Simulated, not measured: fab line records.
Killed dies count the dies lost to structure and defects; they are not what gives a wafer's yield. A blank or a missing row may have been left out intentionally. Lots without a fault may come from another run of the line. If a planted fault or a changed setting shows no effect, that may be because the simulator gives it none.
fab line records    flow sky130
[record] lots = 6  wafers = 17  last_day = 50
route steps=708 shown RES_XHIGH@332 SD_N@342 PAD_OPEN@708
lots that met no fault: from a run of the same line without faults
start_h: hours from the record's first day to the start of the lot's first wafer shown    wait_h: time in hours since the lot's previous step    " repeats the value in the row above    L1.1+2: one row covering several wafers at once    - no value, or no start was given    * or withheld: withheld    < > ~ a bound
route shown NAME@n: names a module that has steps shown in the file, with the first one's number in the route    usual: mean/standard deviation of fault-free wafers    same: alike in all rows    chamber/n: place in a boat    sites: the reading at each site    _std_site: standard deviation across them    _edge_site: the outer-site mean with the inner-site mean subtracted    radius_mm: for every site, how far away it sits from the centre of the wafer    mask NAME#n: copy n    behind: the last tool/chamber to shape the wafer    hold: the reason the lot was held/the length of the hold in hours/how it ended    device: the n, p or np transistor that did not switch    end of line: at the end of the route, the tests of the same wafers    step lacking rows: just its recipe    killed: dies that structure and defects cost at the first sort, which is not the same as the wafer's yield    map: shows each die of a wafer: x if killed, . if not, _ if none is there
set.NAME: the setting as run; set.NAME@STEP: as run at that earlier step    model.NAME: the simulator's own value behind a step, which no gauge read
lots at selected steps of the route; one table per step, one row per wafer
services: the hour from which a tool's chamber was out of use, counted from the record's first day as start_h (under 0 if before that day), plus the number of hours and why
[[steps]]
[step SKY_RES_XHIGH_DEHYDRATE_00]
[recipe] temp_c = 200  time_s = 60
[step SKY_RES_XHIGH_HMDS_01]
[recipe] prime_time_s = 60  prime_temp_c = 120
[step SKY_RES_XHIGH_COAT_02]
[recipe] resist = NOVOLAK  spin_rpm = 3000  resist_thk_nm = 1140
[step SKY_RES_XHIGH_SOFTBAKE_03]
[recipe] temp_c = 90  time_s = 60  resist = NOVOLAK
[step SKY_RES_XHIGH_EXPOSE_04]
[recipe] mask_id = URPM  na = 0.6  source_shape = conventional  sigma_outer = 0.6  polarization = unpolarized  target_cd_nm = 1270  dose_mj = 140
[step SKY_RES_XHIGH_PEB_05]
[recipe] temp_c = withheld  time_s = *  resist = NOVOLAK
[step SKY_RES_XHIGH_DEVELOP_06]
[recipe] resist = NOVOLAK  developer = TMAH  develop_time_s = 60  dev_temp_c = 23
[step SKY_RES_XHIGH_IMPLANT_07]
[recipe] species = BF2  energy_kev = 20  dose_cm2 = 3.6e+14  tilt_deg = 0
[step SKY_RES_XHIGH_STRIP_08]
[recipe] chemistry = O2/N2  power_w = 1400  pressure_mtorr = 1500  platen_temp_c = withheld  o2_flow_sccm = 3000  n2_flow_sccm = 300  overash_fraction = 0.5
[usual] drypump_motor_current_A = 5.73/0.27  n2_flow_sccm = 299.8/0.87  oes_product_au = 0.711/0.0043  strip_time_to_endpoint_s = 14.28/0.039
lot.wafer  tool             chamber  start_h  wait_h  drypump_motor_current_A  n2_flow_sccm  oes_product_au  rf_hours_counter_h  strip_time_to_endpoint_s
L420.2     plasma_asher-01  0        656.62   0.1     6.02                     299.5         0.705           57                  14.28
L420.3     "                0        "        "       5.98                     300.9         0.715           -                   14.27
L420.5     "                1        "        "       5.35                     300.7         0.715           -                   14.27
L422.1     plasma_asher-03  0        668.71   0.1     6.12                     300.2         0.706           96                  14.24
L422.3     "                0        "        "       6.14                     299.7         0.716           -                   14.24
L422.4     "                1        "        "       5.78                     300.0         0.719           -                   14.27
L428.3     plasma_asher-03  0        695.86   0.1     6.11                     300.0         0.704           -                   14.19
L428.5     "                1        "        "       5.78                     300.2         0.709           -                   14.25
L428.6     "                0        "        "       6.11                     299.1         0.707           -                   14.26
L430.1     plasma_asher-02  0        714.52   0.1     5.65                     299.0         0.712           29                  14.32
L430.5     "                1        "        "       5.68                     298.9         0.716           -                   14.35
L430.6     "                0        "        "       5.65                     300.3         0.705           -                   14.28
L433.4     plasma_asher-01  0        726.55   0.1     5.97                     299.6         0.703           -                   14.27
L433.6     "                0        "        "       5.98                     299.6         0.710           -                   14.32
L441.2     plasma_asher-01  1        784.92   0.1     5.33                     300.0         0.713           70                  14.26
L441.4     "                0        "        "       5.97                     299.0         0.711           -                   14.29
L441.6     "                0        "        "       5.98                     297.6         0.711           -                   14.27
[step SKY_RES_XHIGH_TW_MEAS_09]
[usual] RES_XHIGH_TW = 1637/11
lot.wafer  tool           chamber  start_h  wait_h  RES_XHIGH_TW
L420.2     film_metro-04  -        656.73   0.1     1645
L420.3     "              -        "        "       1641
L420.5     "              -        "        "       1650
L422.1     film_metro-01  -        668.81   0.1     1622
L422.3     "              -        "        "       1636
L422.4     "              -        "        "       1628
L428.3     film_metro-01  -        695.94   0.1     1629
L428.5     "              -        "        "       1634
L428.6     "              -        "        "       1625
L430.1     film_metro-04  -        714.62   0.1     1649
L430.5     "              -        "        "       1646
L430.6     "              -        "        "       1648
L433.4     film_metro-04  -        726.64   0.1     1646
L433.6     "              -        "        "       1641
L441.2     film_metro-01  -        785.03   0.1     1648
L441.4     "              -        "        "       1640
L441.6     "              -        "        "       1641
[step SKY_SD_N_DEHYDRATE_00]
[recipe] temp_c = 200  time_s = 60
[step SKY_SD_N_HMDS_01]
[recipe] prime_time_s = 60  prime_temp_c = 120
[step SKY_SD_N_COAT_02]
[recipe] resist = NOVOLAK  spin_rpm = 3000  resist_thk_nm = 1140
lot.wafer   tool            chamber  start_h  wait_h  model.NOVOLAK_of_SD_N_COAT_02.thk_nm
L420.2      litho_track-01  0        669.58   0.1     1147
L420.3+5    "               0        "        "       1144
L422.1+3+4  litho_track-02  0        682.92   0.1     1146
L428.3      litho_track-02  0        708.87   0.1     1140
L428.5      "               0        "        "       704.3
L428.6      "               0        "        "       705.6
L430.1      litho_track-01  0        728.15   0.1     1144
L430.5      "               0        "        "       1139
L430.6      "               0        "        "       1141
L433.4      litho_track-02  0        739.35   0.1     1137
L433.6      "               0        "        "       703.5
L441.2+4    litho_track-01  0        796.83   0.1     1148
L441.6      "               0        "        "       1144
[step SKY_SD_N_SOFTBAKE_03]
[recipe] temp_c = 90  time_s = 60  resist = NOVOLAK
[step SKY_SD_N_EXPOSE_04]
[recipe] mask_id = NSDM  na = 0.6  source_shape = conventional  sigma_outer = 0.6  polarization = unpolarized  target_cd_nm = 380  dose_mj = 141
[step SKY_SD_N_PEB_05]
[recipe] temp_c = withheld  time_s = *  resist = NOVOLAK
[step SKY_SD_N_DEVELOP_06]
[recipe] resist = NOVOLAK  developer = TMAH  develop_time_s = 60  dev_temp_c = 23
lot.wafer  tool            chamber  start_h  wait_h  model.NOVOLAK_of_SD_N_COAT_02.thk_nm
L420.2     litho_track-04  0        683.74   0.1     1147
L420.3     "               0        "        "       1143
L420.5     "               0        "        "       1144
L422.1+4   litho_track-02  0        696.47   0.1     1146
L422.3     "               0        "        "       1145
L428.3     litho_track-02  0        723.47   0.1     1139
L428.5     "               0        "        "       703.8
L428.6     "               0        "        "       705.1
L430.1     litho_track-02  0        741.47   0.1     1144
L430.5     "               0        "        "       1138
L430.6     "               0        "        "       1141
L433.4     litho_track-04  0        752.94   0.1     1137
L433.6     "               0        "        "       703.1
L441.2     litho_track-04  0        810.94   0.1     1147
L441.4     "               0        "        "       1148
L441.6     "               0        "        "       1144
[step SKY_SD_N_CD_MEAS_07]
[recipe] target_cd_nm = 380
[usual] cd_nm = 380.0/2.4
lot.wafer  tool       chamber  start_h  wait_h  cd_nm
L420.2     cd_sem-02  -        683.88   0.1     378.6
L420.3     "          -        "        "       379.9
L420.5     "          -        "        "       379.0
L422.1     cd_sem-01  -        696.62   0.1     378.0
L422.3     "          -        "        "       379.7
L422.4     "          -        "        "       379.6
L428.3     cd_sem-02  -        723.61   0.1     384.6
L428.5     "          -        "        "       435.7
L428.6     "          -        "        "       434.4
L430.1     cd_sem-02  -        741.62   0.1     377.5
L430.5     "          -        "        "       379.8
L430.6     "          -        "        "       382.0
L433.4     cd_sem-01  -        753.07   0.1     379.0
L433.6     "          -        "        "       431.4
L441.2     cd_sem-01  -        811.08   0.1     383.5
L441.4     "          -        "        "       379.0
L441.6     "          -        "        "       382.1
[step SKY_SD_N_OVL_MEAS_08]
[usual] SD_N_OVL = -1.0/1.4
lot.wafer  tool        chamber  start_h  wait_h  SD_N_OVL[nm]
L420.2     overlay-01  -        683.99   0.1     -2.1
L420.3     "           -        "        "       0.3
L420.5     "           -        "        "       0.1
L422.1     overlay-01  -        696.74   0.1     -1.5
L422.3     "           -        "        "       -0.5
L422.4     "           -        "        "       -1.2
L428.3     overlay-02  -        723.70   0.1     -0.7
L428.5     "           -        "        "       -3.2
L428.6     "           -        "        "       -3.3
L430.1     overlay-02  -        741.74   0.1     -3.0
L430.5     "           -        "        "       -3.6
L430.6     "           -        "        "       -2.8
L433.4     overlay-01  -        753.15   0.1     1.3
L433.6     "           -        "        "       0.8
L441.2     overlay-02  -        811.19   0.1     -3.2
L441.4     "           -        "        "       -3.3
L441.6     "           -        "        "       -2.1
[step SKY_SD_N_IMPLANT_09]
[recipe] species = As  energy_kev = 50  dose_cm2 = 4e+15  tilt_deg = 0
[step SKY_SD_N_IMPLANT_10]
[recipe] species = P  energy_kev = 20  dose_cm2 = 1e+14  tilt_deg = 0
[step SKY_SD_N_STRIP_11]
[recipe] chemistry = O2/N2  power_w = 1400  pressure_mtorr = 1500  platen_temp_c = withheld  o2_flow_sccm = 3000  n2_flow_sccm = 300  overash_fraction = 0.5
[usual] drypump_motor_current_A = 5.8/0.59  n2_flow_sccm = 299.8/0.82  oes_product_au = 0.527/0.0043  strip_time_to_endpoint_s = 22.56/0.04
lot.wafer  tool             chamber  start_h  wait_h  drypump_motor_current_A  n2_flow_sccm  oes_product_au  rf_hours_counter_h  strip_time_to_endpoint_s
L420.2     plasma_asher-03  0        684.32   0.1     6.2                      299.9         0.526           97                  22.60
L420.3     "                1        "        "       5.8                      300.6         0.526           -                   22.57
L420.5     "                0        "        "       6.2                      300.4         0.524           -                   22.57
L422.1     plasma_asher-01  1        697.08   0.1     5.4                      299.6         0.527           61                  22.63
L422.3     "                0        "        "       6.0                      299.4         0.530           -                   22.63
L422.4     "                1        "        "       5.3                      299.4         0.528           -                   22.61
L428.3     plasma_asher-04  1        724.36   0.2     5.0                      300.2         0.529           -                   22.56
L428.5     "                1        "        "       5.0                      299.4         0.460           -                   17.62
L428.6     "                0        "        "       6.7                      301.0         0.475           -                   17.63
L430.1     plasma_asher-01  0        742.08   0.1     6.0                      298.2         0.533           65                  22.56
L430.5     "                0        "        "       6.0                      300.6         0.528           -                   22.52
L430.6     "                1        "        "       5.3                      299.4         0.527           -                   22.55
L433.4     plasma_asher-01  1        753.50   0.1     5.3                      299.7         0.526           -                   22.51
L433.6     "                0        "        "       5.9                      300.8         0.473           -                   17.58
L441.2     plasma_asher-04  1        811.52   0.1     5.0                      300.1         0.528           94                  22.66
L441.4     "                0        "        "       6.7                      300.1         0.525           -                   22.65
L441.6     "                1        "        "       5.0                      299.2         0.526           -                   22.63
[step SKY_SD_N_TW_MEAS_12]
[usual] SD_N_TW = 3978/29
lot.wafer  tool           chamber  start_h  wait_h  SD_N_TW
L420.2     film_metro-01  -        684.43   0.1     3964
L420.3     "              -        "        "       3955
L420.5     "              -        "        "       3971
L422.1     film_metro-03  -        697.18   0.1     3931
L422.3     "              -        "        "       3923
L422.4     "              -        "        "       3929
L428.3     film_metro-03  -        724.45   0.1     3948
L428.5     "              -        "        "       3956
L428.6     "              -        "        "       3956
L430.1     film_metro-01  -        742.21   0.1     3984
L430.5     "              -        "        "       3981
L430.6     "              -        "        "       4000
L433.4     film_metro-01  -        753.60   0.1     3976
L433.6     "              -        "        "       3972
L441.2     film_metro-04  -        811.63   0.1     3994
L441.4     "              -        "        "       4006
L441.6     "              -        "        "       3995
[step SKY_PAD_OPEN_PROBE_99]
[usual] killed_at_M0_to_M3 = 42/6.1  killed_at_M4_up = 3.3/1.7  killed_at_contacts = 25/5.4  killed_at_front_end = 16/4.6  killed_at_other = 0.4/0.55  killed_dies = 87/8.8  killed_open = 47/7.1  killed_short = 40/5.8
[same] gross_dies = 492  killed_at_back_side = 0
lot.wafer  tool       chamber  start_h  wait_h  killed_at_M0_to_M3  killed_at_M4_up  killed_at_contacts  killed_at_front_end  killed_at_other  killed_dies  killed_open  killed_short
L422.1     prober-02  -        1110.62  0.1     45                  3                22                  19                   0                89           52           37
L422.3     prober-02  -        1110.72  0.2     37                  1                19                  19                   0                76           45           31
L422.4     prober-02  -        1110.77  0.2     50                  6                23                  16                   0                95           60           35
L430.1     prober-02  -        1138.85  0.2     37                  2                21                  10                   0                70           34           36
L430.5     prober-02  -        1139.05  0.3     45                  6                28                  10                   0                89           53           36
L430.6     prober-02  -        1139.10  0.4     42                  3                31                  13                   0                89           40           49
// killed by level:class
L422.1 CONTACT:geometric_particle:open=12 VIA1:geometric_particle:open=9 VIA2:geometric_particle:open=9 VIA3:geometric_particle:open=9 FIELD_ISO:geometric_particle:short=6 POLY_GATE:geometric_particle:short=6 POLY_GATE:geometric_particle:open=5 VIA1:geometric_particle:short=5
L422.3 VIA1:geometric_particle:open=12 CONTACT:geometric_particle:open=8 VIA1:geometric_particle:short=7 CONTACT:geometric_particle:short=5 VIA2:geometric_particle:open=5 VIA3:geometric_particle:open=5 POLY_GATE:geometric_particle:short=4 LI_CONTACT:geometric_particle:open=4
L422.4 VIA1:geometric_particle:open=17 CONTACT:geometric_particle:open=8 LI_CONTACT:geometric_particle:open=8 VIA3:geometric_particle:open=6 POLY_GATE:geometric_particle:short=5 VIA1:geometric_particle:short=5 METAL1:geometric_particle:short=5 VIA2:geometric_particle:open=5
L430.1 METAL2:geometric_particle:short=8 CONTACT:geometric_particle:open=8 VIA1:geometric_particle:open=7 VIA3:geometric_particle:open=6 LI_CONTACT:geometric_particle:open=5 LOCAL_INTERCONNECT:geometric_particle:short=4 METAL3:geometric_particle:short=4 FIELD_ISO:geometric_particle:short=3
L430.5 VIA1:geometric_particle:open=15 VIA1:geometric_particle:short=7 VIA3:geometric_particle:open=7 CONTACT:geometric_particle:open=7 LI_CONTACT:geometric_particle:open=6 LOCAL_INTERCONNECT:geometric_particle:short=6 CONTACT:geometric_particle:short=5 VIA2:geometric_particle:open=5
L430.6 VIA1:geometric_particle:open=13 CONTACT:geometric_particle:open=9 METAL2:geometric_particle:short=9 VIA1:geometric_particle:short=9 LI_CONTACT:geometric_particle:short=7 LI_CONTACT:geometric_particle:open=5 CONTACT:geometric_particle:short=5 POLY_GATE:geometric_particle:open=4
[[services]]
tool             chamber  start_h  hours  kind
plasma_asher-03  -        636.09   7.9    repair
plasma_asher-02  -        644.77   6.6    repair
plasma_asher-01  -        668.11   0.7    repair
plasma_asher-03  -        676.62   2.8    repair
plasma_asher-01  -        680.71   4.0    repair
plasma_asher-02  -        727.21   2.1    repair
plasma_asher-03  -        733.75   9.0    pm
plasma_asher-03  0        733.75   9.0    vent_cycle
plasma_asher-03  1        733.75   9.0    vent_cycle
plasma_asher-03  0        742.75   -      clean
plasma_asher-03  1        742.75   -      clean
plasma_asher-03  -        762.16   1.0    repair
[[key]]
[first_sign] step = SKY_SD_N_CD_MEAS_07  reading = cd_nm  direction = up  sigmas = 23  usual = 380.0  struck = 433.9
[effect] step = SKY_SD_N_STRIP_11  reading = strip_time_to_endpoint_s  direction = down  sigmas = 99+  usual = *  struck = *
[model_effect] step = SKY_SD_N_COAT_02  value = NOVOLAK_of_SD_N_COAT_02.thk_nm  without = 1139  struck = 704.4
[model_effect] step = SKY_SD_N_DEVELOP_06  value = NOVOLAK_of_SD_N_COAT_02.thk_nm  without = 1138  struck = 704
met_at SKY_SD_N_COAT_02
struck_wafers L428.5,L428.6,L433.6
tester_left_out L428,L433
onset_between 682.92 708.87
[fault] kind = process_parameter_drift  tool = litho_track-02  chamber = -  onset_h = 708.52  steps = SKY_SD_N_COAT_02  channel = resist_thk_nm  offset = -434.68  shape = step  end_h = 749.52  scope = struck_wafers_only  acts_in = these_recipes_only  stated = 1140
// tester_left_out: of these lots the tester's yield and bins aren't shown, on N5 and GAA mostly nor the transistor test; their killed dies are dies lost to structure and defects alone, not to doping, threshold or leakage, so they don't give the yield
